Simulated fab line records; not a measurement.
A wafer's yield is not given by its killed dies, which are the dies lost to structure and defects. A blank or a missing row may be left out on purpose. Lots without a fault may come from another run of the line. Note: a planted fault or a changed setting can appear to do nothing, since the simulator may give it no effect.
Matching of chambers | flow gf180mcu | 3 sister chambers for GF_V3_CVD_02 on pecvd-02
The step deposits SiO2 from TEOS, target thk 850 nm, time 94.851 s. 6 wafers are shown with their chamber, then 7 later ones without.

WAFERS WITH THEIR CHAMBER
wafer  | chamber | heater-power-w (W)
L177.5 | 2       | 587
L179.3 | 2       | 747
L179.4 | 0       | 647
L179.5 | 1       | 715
L188.4 | 1       | 660
L188.5 | 0       | 519

WAFERS WITH NO CHAMBER GIVEN
wafer  | heater-power-w (W)
L188.6 | 664
L190.1 | 675
L190.2 | 555
L190.6 | 609
L194.1 | 616
L194.3 | 646
L194.6 | 596

WHICH CHAMBER EACH WENT THROUGH
wafer  | from the rows above          | in truth
L188.6 | can't be placed: 2 or 1 or 0 | 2
L190.1 | can't be placed: 2 or 1 or 0 | 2
L190.2 | can't be placed: 0 or 2 or 1 | 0
L190.6 | can't be placed: 0 or 2 or 1 | 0
L194.1 | can't be placed: 0 or 2 or 1 | 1
L194.3 | can't be placed: 2 or 1 or 0 | 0
L194.6 | can't be placed: 0 or 2 or 1 | 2
Correctly placed: 0 of 7. Unplaceable from these rows: 7, with the true chamber sitting among the candidates in 7. Number placed wrongly: 0.
How it was worked out, from the rows above alone: a wafer's distance from a chamber is the root of the sum, over the readings, of the square of ((its reading less the chamber's mean) divided by the reading's scatter). The wafer belongs to the nearest chamber; if the next one is less than 2 further off, it can't be placed. The mean given for a chamber averages the wafers shown for that chamber. The scatter: take each reading less its chamber's mean, square it, sum over the shown wafers, divide by the number of wafers less the number of chambers, and take the root.
